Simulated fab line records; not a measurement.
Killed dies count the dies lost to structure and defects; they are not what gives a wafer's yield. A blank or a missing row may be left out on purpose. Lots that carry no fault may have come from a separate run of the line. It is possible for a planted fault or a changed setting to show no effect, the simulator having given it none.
fab line records    flow sky130
[record] lots = 13  wafers = 39  lastDay = 50
route steps=708 shown POLY_CUT@317 RES_XHIGH@336 SD_N@350 PAD_OPEN@708
lots that met no fault: taken from a fault-free run of the same line
startH: the number of hours between the record's first day and the start of the first shown wafer of the lot    waitH: time in hours since the lot's previous step    " as in the row above    L1.1+2: one row covering several wafers at once    - no value, or no start was given    * or withheld: withheld    < > ~ a bound
route shown NAME@n: names a module that has steps shown in the file, with the first one's number in the route    usual: average and standard deviation across the fault-free wafers    same: alike in all rows    chamber/n: place in a boat    sites: readings site by site    _std_site: standard deviation of those values    _edge_site: inner sites' mean taken away from outer sites' mean    radiusMm: for every site, how far away it sits from the centre of the wafer    mask NAME#n: copy n    behind: the tool/chamber that last shaped the wafer    hold: why the lot was held/for how many hours/how that ended    device: names the non-switching transistor (n, p or np)    end of line: tests of these same wafers at the route's end    a step without rows: its recipe alone    killed: not the wafer's yield, but the dies lost to structure and defects at the first sort    map: shows each die of a wafer: x if killed, . if not, _ if none is there
set.NAME: the setting that was run; set.NAME@STEP: the one run at that earlier step    model.NAME: the simulator's own value behind a step, which no gauge read
route steps across a sampled set of lots; one table per step, one row per wafer
services: when a tool's chamber went out of use (startH, in hours from the record's first day, below 0 if earlier), for how many hours, and the reason
[[steps]]
[step SKY_POLY_CUT_ETCH_10]
[recipe] chemistry = N2/H2  target = BARC  ionEnergyEv = 200  sourceW = 500  biasW = 100  pressureMtorr = 30  n2FlowSccm = 100  h2FlowSccm = 200  stopOn = SiO2  timeS = 45.9  targetDepthA = 600
[usual] drypumpMotorCurrentA = 5.9/0.49  oesProductAu = 0.856/0.0049  throttleValvePct = 13.225/0.0084
lot.wafer  tool        chamber  startH  waitH  drypumpMotorCurrentA  oesProductAu  rfHoursCounterH  throttleValvePct
L822.2     rieDiel-02  0        552.17  0.0    6.7                   0.850         6                13.210
L822.3     "           2        "       "      5.2                   0.841         5                13.219
L822.4     "           3        "       "      5.1                   0.846         3                13.224
L825.1     rieDiel-02  0        593.41  0.0    6.7                   0.858         7                13.212
L825.4     "           3        "       "      5.1                   0.845         4                13.221
L825.5     "           0        "       "      6.7                   0.861         -                13.222
L826.1     rieDiel-03  1        599.02  0.0    5.9                   0.862         11               13.231
L826.4     "           2        "       "      5.7                   0.861         7                13.230
L826.6     "           2        "       "      5.7                   0.856         -                13.225
L835.1     rieDiel-02  1        672.92  0.0    6.0                   0.861         6                13.251
L835.2     "           3        "       "      5.0                   0.862         5                13.230
L835.4     "           0        "       "      6.7                   0.850         9                13.241
L836.2     rieDiel-01  2        685.13  0.0    6.0                   0.852         4                13.237
L836.3     "           3        "       "      5.9                   0.857         10               13.229
L836.6     "           2        "       "      6.0                   0.850         -                13.220
L837.4     rieDiel-01  0        700.21  0.0    6.1                   0.853         -                13.219
L837.5     "           3        "       "      5.9                   0.861         -                13.223
L837.6     "           2        "       "      6.0                   0.848         -                13.217
L839.3     rieDiel-02  1        704.53  0.0    6.0                   0.855         7                13.229
L839.4     "           0        "       "      6.7                   0.853         10               13.224
L839.6     "           1        "       "      6.0                   0.856         -                13.215
L838.1     rieDiel-02  0        708.26  0.0    6.7                   0.849         10               13.237
L838.2     "           3        "       "      5.0                   0.853         6                13.221
L838.5     "           0        "       "      6.7                   0.852         -                13.235
L840.2     rieDiel-01  2        711.33  0.0    6.0                   0.854         5                13.220
L840.3     "           0        "       "      6.1                   0.857         6                13.217
L840.4     "           3        "       "      5.9                   0.857         -                13.223
L843.2     rieDiel-02  1        723.77  0.0    6.0                   0.862         8                13.224
L843.4     "           2        "       "      5.1                   0.863         9                13.238
L843.5     "           1        "       "      6.0                   0.853         -                13.224
L842.1     rieDiel-01  3        727.98  0.0    5.9                   0.854         11               13.229
L842.5     "           1        "       "      5.6                   0.856         -                13.239
L842.6     "           0        "       "      6.1                   0.851         -                13.224
L844.3     rieDiel-02  1        731.31  0.0    6.0                   0.857         8                13.226
L844.4     "           3        "       "      5.1                   0.856         7                13.237
L844.6     "           0        "       "      6.7                   0.858         -                13.213
L845.2     rieDiel-01  3        748.37  0.0    6.0                   0.847         11               13.236
L845.4     "           2        "       "      6.0                   0.852         6                13.229
L845.5     "           2        "       "      6.0                   0.856         -                13.233
[step SKY_RES_XHIGH_EXPOSE_04]
[recipe] maskId = URPM  na = 0.6  sourceShape = conventional  sigmaOuter = 0.6  polarization = unpolarized  targetCdNm = 1270  doseMj = 140
lot.wafer   tool             chamber  startH  waitH  mask
L822.2+3+4  ilineStepper-02  0        598.35  -      URPM#0
L825.1+4+5  ilineStepper-01  0        637.43  -      URPM#0
L826.1+4+6  ilineStepper-01  0        642.63  -      URPM_R1#0
L835.1+2+4  ilineStepper-02  0        714.66  -      URPM#0
L836.2+3+6  ilineStepper-02  0        727.89  -      URPM#0
L837.4+5+6  ilineStepper-01  0        742.30  -      URPM#0
L839.3+4+6  ilineStepper-01  0        745.72  -      URPM#0
L838.1+2+5  ilineStepper-01  0        749.92  -      URPM#0
L840.2+3+4  ilineStepper-02  0        753.10  -      URPM#0
L843.2+4+5  ilineStepper-02  0        765.09  -      URPM#0
L842.1+5+6  ilineStepper-02  0        769.27  -      URPM#0
L844.3+4+6  ilineStepper-01  0        772.29  -      URPM#0
L845.2+4+5  ilineStepper-01  0        788.96  -      URPM#0
[step SKY_SD_N_OVL_MEAS_08]
[usual] SD_N_OVL = -0.5/1.1
lot.wafer  tool        chamber  startH  waitH  SD_N_OVL[nm]
L822.2     overlay-01  -        642.19  0.1    0.2
L822.3     "           -        "       "      0.8
L822.4     "           -        "       "      -0.7
L825.1     overlay-01  -        680.05  0.1    -0.5
L825.4     "           -        "       "      -2.1
L825.5     "           -        "       "      -0.4
L826.1     overlay-01  -        684.75  0.1    -0.9
L826.4     "           -        "       "      -1.3
L826.6     "           -        "       "      -0.9
L835.1     overlay-01  -        755.50  0.1    0.0
L835.2     "           -        "       "      1.0
L835.4     "           -        "       "      0.6
L836.2     overlay-02  -        768.85  0.1    -1.2
L836.3     "           -        "       "      -1.1
L836.6     "           -        "       "      -1.8
L837.4     overlay-02  -        782.61  0.1    1.2
L837.5     "           -        "       "      2.0
L837.6     "           -        "       "      -1.3
L839.3     overlay-01  -        786.26  0.1    -1.3
L839.4     "           -        "       "      -2.4
L839.6     "           -        "       "      -0.4
L838.1     overlay-02  -        790.00  0.1    -0.9
L838.2     "           -        "       "      0.2
L838.5     "           -        "       "      -1.1
L840.2     overlay-02  -        794.36  0.1    -1.5
L840.3     "           -        "       "      -0.1
L840.4     "           -        "       "      -0.3
L843.2     overlay-02  -        805.09  0.1    -0.9
L843.4     "           -        "       "      0.7
L843.5     "           -        "       "      0.4
L842.1     overlay-02  -        807.80  0.1    -2.7
L842.5     "           -        "       "      -1.3
L842.6     "           -        "       "      0.7
L844.3     overlay-02  -        811.16  0.1    -0.5
L844.4     "           -        "       "      -0.9
L844.6     "           -        "       "      -2.4
L845.2     overlay-01  -        827.85  0.1    -0.4
L845.4     "           -        "       "      0.9
L845.5     "           -        "       "      -0.1
[step SKY_SD_N_RS_MEAS_16]
[recipe] thkMeasGauge = four-point-probe
[usual] SD_N_RS = 68.57/0.17
lot.wafer  tool          chamber  startH  waitH  SD_N_RS[ohm/sq]
L822.2     filmMetro-01  -        642.93  0.1    68.59
L822.3     "             -        "       "      68.91
L822.4     "             -        "       "      68.71
L825.1     filmMetro-03  -        680.77  0.1    68.53
L825.4     "             -        "       "      68.50
L825.5     "             -        "       "      68.49
L826.1     filmMetro-01  -        685.47  0.1    68.73
L826.4     "             -        "       "      68.79
L826.6     "             -        "       "      68.76
L835.1     filmMetro-03  -        756.22  0.1    68.65
L835.2     "             -        "       "      68.54
L835.4     "             -        "       "      68.56
L836.2     filmMetro-03  -        769.59  0.1    68.40
L836.3     "             -        "       "      68.60
L836.6     "             -        "       "      68.53
L837.4     filmMetro-01  -        783.37  0.1    68.87
L837.5     "             -        "       "      68.95
L837.6     "             -        "       "      68.79
L839.3     filmMetro-03  -        787.01  0.1    68.49
L839.4     "             -        "       "      68.53
L839.6     "             -        "       "      68.42
L838.1     filmMetro-03  -        790.72  0.1    68.60
L838.2     "             -        "       "      68.47
L838.5     "             -        "       "      68.54
L840.2     filmMetro-01  -        795.09  0.1    68.92
L840.3     "             -        "       "      68.76
L840.4     "             -        "       "      68.76
L843.2     filmMetro-03  -        805.83  0.1    68.35
L843.4     "             -        "       "      68.20
L843.5     "             -        "       "      68.46
L842.1     filmMetro-04  -        808.52  0.1    68.42
L842.5     "             -        "       "      68.52
L842.6     "             -        "       "      68.39
L844.3     filmMetro-03  -        811.91  0.1    68.34
L844.4     "             -        "       "      68.27
L844.6     "             -        "       "      68.47
L845.2     filmMetro-01  -        828.59  0.1    68.64
L845.4     "             -        "       "      68.83
L845.5     "             -        "       "      68.82
[step SKY_PAD_OPEN_PROBE_99]
[usual] killed_at_M0_to_M3 = 42/7.5  killed_at_M4_up = 3.2/1.7  killedAtContacts = 24/5.1  killedAtFrontEnd = 15/4.1  killedAtOther = 0.3/0.58  killedDies = 85/8.9  killedOpen = 46/6.4  killedShort = 39/6
[same] grossDies = 492  killedAtBackSide = 0
lot.wafer  tool       chamber  startH   waitH  killed_at_M0_to_M3  killed_at_M4_up  killedAtContacts  killedAtFrontEnd  killedAtOther  killedDies  killedOpen  killedShort
L826.1     prober-01  -        1103.49  0.1    42                  3                22                12                0              79          42          37
L826.4     prober-01  -        1103.64  0.2    47                  2                20                12                0              81          45          36
L826.6     prober-01  -        1103.74  0.2    35                  4                28                20                1              88          40          48
L837.4     prober-02  -        1172.00  0.2    46                  1                22                17                0              86          53          33
L837.5     prober-02  -        1172.05  0.2    32                  1                27                20                0              80          47          33
L837.6     prober-02  -        1172.10  0.2    33                  5                28                18                0              84          46          38
L839.3     prober-01  -        1173.86  0.2    41                  3                19                12                0              75          41          34
L839.4     prober-01  -        1173.91  0.2    41                  2                19                12                0              74          46          28
L839.6     prober-01  -        1174.01  0.2    39                  1                24                11                0              75          40          35
L842.1     prober-02  -        1186.85  0.1    52                  9                19                14                1              95          44          50
L842.5     prober-02  -        1187.05  0.2    41                  2                25                14                0              82          42          40
L842.6     prober-02  -        1187.10  0.2    41                  4                27                10                0              82          45          37
L844.3     prober-01  -        1189.64  0.2    51                  3                30                15                0              99          61          38
L844.4     prober-01  -        1189.69  0.2    39                  1                22                10                0              72          45          27
L844.6     prober-01  -        1189.79  0.2    45                  2                17                16                0              80          48          32
L845.2     prober-02  -        1198.49  0.1    56                  2                21                17                0              96          55          41
L845.4     prober-02  -        1198.59  0.2    44                  3                17                10                1              75          42          33
L845.5     prober-02  -        1198.64  0.2    38                  1                20                17                0              76          48          27
// killed by level:class
L826.1 VIA1:geometricParticle:open=9 CONTACT:geometricParticle:open=8 METAL2:geometricParticle:short=8 VIA1:geometricParticle:short=6 LI_CONTACT:geometricParticle:open=5 VIA3:geometricParticle:open=5 FIELD_ISO:geometricParticle:open=4 LI_CONTACT:geometricParticle:short=4
L826.4 CONTACT:geometricParticle:open=11 VIA3:geometricParticle:open=8 VIA1:geometricParticle:open=8 VIA1:geometricParticle:short=6 CONTACT:geometricParticle:short=5 METAL1:geometricParticle:open=5 VIA2:geometricParticle:open=5 FIELD_ISO:geometricParticle:short=4
L826.6 CONTACT:geometricParticle:short=8 CONTACT:geometricParticle:open=8 METAL2:geometricParticle:short=7 VIA1:geometricParticle:open=6 LI_CONTACT:geometricParticle:open=5 METAL1:geometricParticle:short=5 FIELD_ISO:geometricParticle:short=4 POLY_GATE:geometricParticle:open=4
L837.4 CONTACT:geometricParticle:open=11 VIA1:geometricParticle:open=10 POLY_GATE:geometricParticle:open=9 VIA1:geometricParticle:short=9 VIA3:geometricParticle:open=9 LI_CONTACT:geometricParticle:open=6 METAL2:geometricParticle:short=5 CONTACT:geometricParticle:short=4
L837.5 CONTACT:geometricParticle:open=11 LI_CONTACT:geometricParticle:open=7 VIA1:geometricParticle:open=7 POLY_GATE:geometricParticle:open=6 VIA2:geometricParticle:open=6 FIELD_ISO:geometricParticle:short=4 POLY_GATE:geometricParticle:short=4 CONTACT:geometricParticle:short=4
L837.6 CONTACT:geometricParticle:open=10 POLY_GATE:geometricParticle:open=9 VIA1:geometricParticle:open=9 LI_CONTACT:geometricParticle:open=6 LOCAL_INTERCONNECT:geometricParticle:short=5 CONTACT:geometricParticle:short=5 METAL1:geometricParticle:short=5 FIELD_ISO:geometricParticle:short=4
L839.3 CONTACT:geometricParticle:open=9 VIA1:geometricParticle:open=8 VIA2:geometricParticle:open=7 LI_CONTACT:geometricParticle:open=5 VIA3:geometricParticle:short=5 VIA3:geometricParticle:open=4 METAL2:geometricParticle:short=4 VIA2:geometricParticle:short=4
L839.4 CONTACT:geometricParticle:open=9 VIA1:geometricParticle:open=8 VIA3:geometricParticle:open=7 VIA1:geometricParticle:short=6 LI_CONTACT:geometricParticle:open=5 METAL2:geometricParticle:short=4 VIA2:geometricParticle:open=4 POLY_GATE:geometricParticle:open=3
L839.6 CONTACT:geometricParticle:open=11 VIA1:geometricParticle:open=9 METAL1:geometricParticle:short=7 VIA1:geometricParticle:short=7 LOCAL_INTERCONNECT:geometricParticle:short=5 POLY_GATE:geometricParticle:short=4 LI_CONTACT:geometricParticle:open=4 VIA2:geometricParticle:open=4
L842.1 VIA1:geometricParticle:open=14 METAL1:geometricParticle:short=6 METAL2:geometricParticle:short=6 CONTACT:geometricParticle:short=5 CONTACT:geometricParticle:open=5 VIA3:geometricParticle:short=5 METAL4:geometricParticle:short=5 POLY_GATE:geometricParticle:short=4
L842.5 METAL2:geometricParticle:short=10 CONTACT:geometricParticle:open=10 VIA3:geometricParticle:open=8 VIA1:geometricParticle:open=6 METAL1:geometricParticle:short=5 LI_CONTACT:geometricParticle:short=5 FIELD_ISO:geometricParticle:short=4 FIELD_ISO:geometricParticle:open=4
L842.6 CONTACT:geometricParticle:open=11 VIA1:geometricParticle:open=10 VIA2:geometricParticle:open=8 LI_CONTACT:geometricParticle:open=5 METAL1:geometricParticle:short=5 VIA1:geometricParticle:short=5 METAL2:geometricParticle:short=5 FIELD_ISO:geometricParticle:short=4
L844.3 CONTACT:geometricParticle:open=14 VIA1:geometricParticle:open=11 FIELD_ISO:geometricParticle:open=8 METAL1:geometricParticle:short=8 LI_CONTACT:geometricParticle:open=7 VIA3:geometricParticle:open=7 LOCAL_INTERCONNECT:geometricParticle:short=5 VIA2:geometricParticle:open=5
L844.4 VIA1:geometricParticle:open=12 CONTACT:geometricParticle:open=7 LI_CONTACT:geometricParticle:open=6 METAL1:geometricParticle:short=6 FIELD_ISO:geometricParticle:open=5 VIA1:geometricParticle:short=5 VIA3:geometricParticle:open=5 CONTACT:geometricParticle:short=3
L844.6 VIA1:geometricParticle:open=10 VIA2:geometricParticle:open=10 VIA3:geometricParticle:open=6 CONTACT:geometricParticle:open=5 VIA2:geometricParticle:short=5 POLY_GATE:geometricParticle:short=4 LI_CONTACT:geometricParticle:open=4 CONTACT:geometricParticle:short=4
L845.2 VIA1:geometricParticle:open=12 CONTACT:geometricParticle:open=11 VIA2:geometricParticle:open=9 FIELD_ISO:geometricParticle:open=6 VIA2:geometricParticle:short=6 VIA3:geometricParticle:open=6 METAL1:geometricParticle:short=6 VIA1:geometricParticle:short=6
L845.4 VIA1:geometricParticle:open=8 CONTACT:geometricParticle:open=7 VIA2:geometricParticle:open=7 VIA1:geometricParticle:short=6 VIA3:geometricParticle:open=6 LI_CONTACT:geometricParticle:open=5 METAL1:geometricParticle:short=4 VIA2:geometricParticle:short=4
L845.5 VIA1:geometricParticle:open=12 CONTACT:geometricParticle:open=8 LI_CONTACT:geometricParticle:open=6 FIELD_ISO:geometricParticle:open=5 VIA1:geometricParticle:short=5 FIELD_ISO:geometricParticle:short=4 VIA3:geometricParticle:open=4 CONTACT:geometricParticle:short=4
[[services]]
tool             chamber  startH  hours  kind
rieDiel-02       2        531.16  9.1    repair
rieDiel-02       3        552.51  2.4    repair
rieDiel-03       0        560.78  1.8    repair
ilineStepper-02  -        562.55  3.8    repair
rieDiel-01       2        563.10  4.2    repair
ilineStepper-02  -        582.53  1.7    pm
ilineStepper-01  -        586.20  1.7    pm
ilineStepper-02  -        587.97  2.1    pm
ilineStepper-02  -        590.05  -      consumableReplace:lamp
ilineStepper-02  -        590.05  4.4    pm
ilineStepper-01  0        616.20  -      calibration
rieDiel-02       -        626.60  7.8    repair
ilineStepper-01  -        629.88  4.4    pm
rieDiel-01       0        630.68  7.6    repair
ilineStepper-02  -        635.25  2.4    repair
rieDiel-01       0        659.57  14.6   repair
ilineStepper-02  0        686.34  -      calibration
rieDiel-01       2        719.34  4.0    repair
rieDiel-01       3        722.78  1.4    repair
rieDiel-03       0        731.74  13.9   repair
rieDiel-03       1        742.75  6.4    repair
rieDiel-03       0        780.06  2.7    repair
ilineStepper-02  -        784.36  28.9   pm
rieDiel-03       -        784.57  0.8    repair
[[key]]
[firstSign] step = SKY_RES_XHIGH_EXPOSE_04  reading = mask  direction = changed
effect none on later readings
metAt SKY_RES_XHIGH_EXPOSE_04
struckLots L826
testerLeftOut L826
notActingAt SKY_POLY_CUT_ETCH_10,SKY_SD_N_OVL_MEAS_08,SKY_SD_N_RS_MEAS_16
onsetBetween 637.43 642.63
[fault] kind = wrongMask  tool = any  chamber = -  onsetH = 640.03  steps = SKY_RES_XHIGH_EXPOSE_04  auxCopy = URPM_R1#0  cdOffsetNm = 190  scope = struckLotsOnly
// testerLeftOut: of these lots the tester's yield and bins aren't shown, on N5 and GAA mostly nor the transistor test; their killed dies are dies lost to structure and defects alone, not to doping, threshold or leakage, so they don't give the yield
